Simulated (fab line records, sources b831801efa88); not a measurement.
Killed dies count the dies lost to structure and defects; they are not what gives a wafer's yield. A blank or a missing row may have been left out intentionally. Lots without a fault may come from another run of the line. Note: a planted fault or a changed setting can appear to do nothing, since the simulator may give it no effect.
Chamber matching / flow sky130 / cmp-02 running SKY_VIA3_CMP_02: 4 sister chambers
The step polishes SiO2. 4 wafers are shown with their chamber, then 12 later ones without.

## WAFERS PAIRED WITH THEIR CHAMBERS
wafer=L083.5; chamber=2; motorCurrentA (A)=15.1
wafer=L085.1; chamber=3; motorCurrentA (A)=14.0
wafer=L086.1; chamber=1; motorCurrentA (A)=10.6
wafer=L086.5; chamber=0; motorCurrentA (A)=11.7

## WAFERS MISSING THEIR CHAMBER
wafer=L087.1; motorCurrentA (A)=12.0
wafer=L087.3; motorCurrentA (A)=14.2
wafer=L087.6; motorCurrentA (A)=15.5
wafer=L090.1; motorCurrentA (A)=13.3
wafer=L090.4; motorCurrentA (A)=11.6
wafer=L090.5; motorCurrentA (A)=12.1
wafer=L091.2; motorCurrentA (A)=10.4
wafer=L091.4; motorCurrentA (A)=11.8
wafer=L091.6; motorCurrentA (A)=11.6
wafer=L092.1; motorCurrentA (A)=11.7
wafer=L092.2; motorCurrentA (A)=10.5
wafer=L092.4; motorCurrentA (A)=15.1

## WHICH CHAMBER EACH WENT THROUGH
wafer=L087.1; from the rows above=0; in truth=0
wafer=L087.3; from the rows above=3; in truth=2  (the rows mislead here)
wafer=L087.6; from the rows above=2; in truth=2
wafer=L090.1; from the rows above=3; in truth=3
wafer=L090.4; from the rows above=0; in truth=0
wafer=L090.5; from the rows above=0; in truth=0
wafer=L091.2; from the rows above=1; in truth=1
wafer=L091.4; from the rows above=0; in truth=0
wafer=L091.6; from the rows above=0; in truth=0
wafer=L092.1; from the rows above=0; in truth=0
wafer=L092.2; from the rows above=1; in truth=1
wafer=L092.4; from the rows above=2; in truth=2
Correct placement for 11 of the 12. From these rows, 0 cannot be placed. 1 placed wrongly.
How it was worked out, from the rows above alone: a wafer's distance from a chamber is the root of the sum, over the readings, of the square of ((its reading less the chamber's mean) divided by the reading's scatter). The wafer belongs to the nearest chamber; if the next one is less than 2 further off, it can't be placed. For every chamber, the mean is computed from those of its wafers that are shown. The scatter (one wafer shown for each chamber): square how far every hidden wafer sits from the nearest shown wafer, average those squares and take the square root.
